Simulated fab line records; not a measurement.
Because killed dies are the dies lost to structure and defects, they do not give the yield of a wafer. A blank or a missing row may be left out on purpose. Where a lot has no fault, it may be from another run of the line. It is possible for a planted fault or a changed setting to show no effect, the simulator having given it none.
Which tool did it? ; flow sky130 ; 15 lots, 45 wafers sampled, at 5 steps of a route of 708

WHAT THE GAUGES SHOWED, per wafer
SKY_FIELD_ISO_THK_MEAS_04.
lot;measured;on;FIELD_ISO_CVD_03_THK (nm)
L395;day 1 14:26;film_metro-04;162.3 161.3 163.4
L396;day 1 19:33;film_metro-01;162.4 162.4 162.4
L397;day 1 23:37;film_metro-03;162.9 161.8 162.0
L398;day 2 05:28;film_metro-04;164.0 163.6 164.2
L402;day 3 00:29;film_metro-01;163.7 163.8 164.7
L403;day 3 05:29;film_metro-04;164.2 162.8 165.1
L405;day 3 15:58;film_metro-04;165.0 164.4 164.0
L408;day 4 07:26;film_metro-01;163.2 162.3 162.9
L409;day 4 12:50;film_metro-04;163.6 164.6 162.4
L410;day 4 18:20;film_metro-01;164.5 165.3 165.4
L411;day 4 22:32;film_metro-03;162.6 164.8 164.2
L414;day 5 14:37;film_metro-01;164.8 164.1 164.7
L415;day 5 21:12;film_metro-01;163.0 161.8 163.5
L417;day 6 05:11;film_metro-01;165.0 165.0 166.4
L418;day 6 09:32;film_metro-03;162.7 163.1 163.3

SKY_VT_ADJUST_HVTR_TW_MEAS_11.
lot;measured;on;VT_ADJUST_HVTR_TW
L395;day 9 13:35;film_metro-01;208 208 207
L396;day 9 19:46;film_metro-02;211 211 211
L397;day 10 01:36;film_metro-02;210 210 209
L398;day 10 11:15;film_metro-01;208 208 209
L402;day 11 14:21;film_metro-02;211 213 212
L403;day 11 19:32;film_metro-03;216 216 215
L405;day 12 10:05;film_metro-03;214 214 214
L408;day 13 05:19;film_metro-03;31 30 30
L409;day 13 22:29;film_metro-03;31 30 31
L410;day 14 09:22;film_metro-01;30 30 30
L411;day 14 10:38;film_metro-03;215 216 216
L414;day 15 04:47;film_metro-03;215 214 214
L415;day 15 17:42;film_metro-02;210 210 210
L417;day 16 06:06;film_metro-03;217 216 217
L418;day 16 09:55;film_metro-03;216 216 216

EACH LOT AND THE TOOL THAT RAN IT (in order: tool; ch and the chambers of the sampled wafers; start)
lot;SKY_FIELD_ISO_ETCH_14;SKY_VT_ADJUST_NCORE_STRIP_10;SKY_VT_ADJUST_HVTR_STRIP_10
L395;rie_diel-04 ch 2,3, day 2 05:42;plasma_asher-02 ch 0,1, day 8 16:03;plasma_asher-04 ch 0,1, day 9 13:29
L396;rie_diel-03 ch 0,3, day 2 10:44;plasma_asher-04 ch 0,1, day 8 22:10;plasma_asher-01 ch 0,1, day 9 19:40
L397;rie_diel-01 ch 0,1,3, day 2 15:07;plasma_asher-04 ch 0,1, day 9 02:42;plasma_asher-01 ch 0,1, day 10 01:29
L398;rie_diel-03 ch 0,3, day 2 21:22;plasma_asher-04 ch 0,1, day 9 12:27;plasma_asher-04 ch 0,1, day 10 11:09
L402;rie_diel-01 ch 0,2, day 3 17:06;plasma_asher-03 ch 0,1, day 10 14:48;plasma_asher-04 ch 0,1, day 11 14:14
L403;rie_diel-03 ch 0,2,3, day 3 21:13;plasma_asher-02 ch 0,1, day 10 20:33;plasma_asher-04 ch 0,1, day 11 19:26
L405;rie_diel-04 ch 1,2, day 4 08:51;plasma_asher-04 ch 0,1, day 11 10:06;plasma_asher-01 ch 0,1, day 12 09:59
L408;rie_diel-04 ch 0,1,2, day 4 23:55;plasma_asher-02 ch 0,1, day 12 04:14;plasma_asher-04 ch 0,1, day 13 05:13
L409;rie_diel-03 ch 1,2,3, day 5 06:43;plasma_asher-04 ch 0,1, day 12 20:59;plasma_asher-04 ch 0,1, day 13 22:23
L410;rie_diel-04 ch 1,2, day 5 11:55;plasma_asher-02 ch 0,1, day 13 07:37;plasma_asher-01 ch 0,1, day 14 09:16
L411;rie_diel-01 ch 0,1, day 5 16:35;plasma_asher-04 ch 0,1, day 13 08:23;plasma_asher-04 ch 0,1, day 14 10:32
L414;rie_diel-03 ch 0,1,3, day 6 09:13;plasma_asher-02 ch 0,1, day 14 02:12;plasma_asher-03 ch 0,1, day 15 04:41
L415;rie_diel-01 ch 1,2, day 6 15:37;plasma_asher-04 ch 0,1, day 14 14:22;plasma_asher-03 ch 0,1, day 15 17:36
L417;rie_diel-03 ch 1,3, day 6 23:55;plasma_asher-03 ch 1, day 15 01:45;plasma_asher-04 ch 1, day 16 05:59
L418;rie_diel-04 ch 1,2, day 7 04:21;plasma_asher-04 ch 0,1, day 15 05:47;plasma_asher-01 ch 0,1, day 16 09:49
- SKY_FIELD_ISO_ETCH_14: etches BARC in N2/H2, stops on SiO2, time 45.9 s, target depth 60 nm.
- SKY_VT_ADJUST_NCORE_STRIP_10: strips in O2/N2.
- SKY_VT_ADJUST_HVTR_STRIP_10: strips in O2/N2.

WHAT THE TOOLS THEMSELVES READ (means of the sampled wafers that have a number; where no wafer has one, the mark that the record gives instead)
SKY_FIELD_ISO_ETCH_14.
lot;tool;drypump_motor_current_A (A);oes_product_au (a.u.);throttle_valve_pct (%)
L395;rie_diel-04;5.7;0.856;13.216
L396;rie_diel-03;5.8;0.855;13.227
L397;rie_diel-01;5.8;0.856;13.223
L398;rie_diel-03;5.9;0.851;13.218
L402;rie_diel-01;6.0;0.851;13.227
L403;rie_diel-03;5.5;0.857;13.221
L405;rie_diel-04;6.0;0.854;13.228
L408;rie_diel-04;6.0;0.855;13.226
L409;rie_diel-03;5.4;0.856;13.225
L410;rie_diel-04;6.3;0.856;13.217
L411;rie_diel-01;5.9;0.856;13.229
L414;rie_diel-03;5.8;0.858;13.229
L415;rie_diel-01;5.8;0.856;13.220
L417;rie_diel-03;5.7;0.858;13.222
L418;rie_diel-04;6.0;0.857;13.223

SKY_VT_ADJUST_NCORE_STRIP_10.
lot;tool;chamber_pressure_mTorr (mTorr);drypump_motor_current_A (A);oes_product_au (a.u.);strip_time_to_endpoint_s (s)
L395;plasma_asher-02;1500.6;6.2;0.717;14.31
L396;plasma_asher-04;1500.6;5.1;0.712;14.29
L397;plasma_asher-04;1499.7;5.1;0.717;14.24
L398;plasma_asher-04;1500.2;5.3;0.714;14.20
L402;plasma_asher-03;1500.1;6.1;0.714;14.27
L403;plasma_asher-02;1499.7;6.2;0.717;14.22
L405;plasma_asher-04;1500.6;5.1;0.716;14.17
L408;plasma_asher-02;-;-;-;-
L409;plasma_asher-04;-;-;-;-
L410;plasma_asher-02;-;-;-;-
L411;plasma_asher-04;1500.8;5.1;0.717;14.27
L414;plasma_asher-02;1499.0;6.2;0.711;14.26
L415;plasma_asher-04;1498.9;5.1;0.714;14.19
L417;plasma_asher-03;1500.0;6.8;0.714;14.22
L418;plasma_asher-04;1499.5;5.3;0.709;14.18

SKY_VT_ADJUST_HVTR_STRIP_10.
lot;tool;chamber_pressure_mTorr (mTorr);drypump_motor_current_A (A);oes_product_au (a.u.);strip_time_to_endpoint_s (s)
L395;plasma_asher-04;1500.8;5.1;0.718;14.21
L396;plasma_asher-01;1500.5;6.0;0.715;14.14
L397;plasma_asher-01;1501.6;6.0;0.720;14.19
L398;plasma_asher-04;1501.4;5.1;0.718;14.16
L402;plasma_asher-04;1499.0;5.1;0.713;14.21
L403;plasma_asher-04;1499.6;5.3;0.712;14.23
L405;plasma_asher-01;1500.4;5.7;0.718;14.24
L408;plasma_asher-04;1499.6;5.3;0.723;31.25
L409;plasma_asher-04;1500.3;5.1;0.722;31.23
L410;plasma_asher-01;1499.6;6.0;0.722;31.27
L411;plasma_asher-04;1500.6;5.3;0.712;14.08
L414;plasma_asher-03;1499.5;6.1;0.714;14.17
L415;plasma_asher-03;1499.8;6.4;0.712;14.20
L417;plasma_asher-04;1500.9;5.4;0.715;14.13
L418;plasma_asher-01;1500.6;5.8;0.713;14.21

THE ANSWER, worked out from the rows above alone
Rule: what is usual is taken from the lots themselves. Put in order of their means at a reading, lots are off if they are a third of the lots or fewer, leave a main group of 4 or more, and stand apart from it by a gap of 3 or more times the standard deviation of the main group's means; of several such gaps the widest counts. The tables above print the reading to a certain number of digits; a main group whose means all agree to those digits is not used. Also off: a lot with no number at a reading for which 4 or more lots have one. All remaining lots with rows at the step are treated as sound. Order of review: gauges by route order, followed by the tools' own readings, for which a lot's mean as printed above is used. The first step at which some lot is off is used, and at that step the reading that is off furthest; a lot without a number counts as furthest.
Off: at SKY_VT_ADJUST_HVTR_TW_MEAS_11 (VT_ADJUST_HVTR_TW), L408, L409, L410. For the main group the mean is 213 and the standard deviation 3.1.
If a tool, at a process step before that reading, ran all the lots that are off and no sound lot after the first of them, it fits. Not tried: the gauges at SKY_VT_ADJUST_HVTR_TW_MEAS_11; whatever is off there is also off at SKY_VT_ADJUST_NCORE_STRIP_10, on other tools, and gauge error can't account for it. Of those tried, none fits.

WHAT THE SIMULATOR HAD PUT IN
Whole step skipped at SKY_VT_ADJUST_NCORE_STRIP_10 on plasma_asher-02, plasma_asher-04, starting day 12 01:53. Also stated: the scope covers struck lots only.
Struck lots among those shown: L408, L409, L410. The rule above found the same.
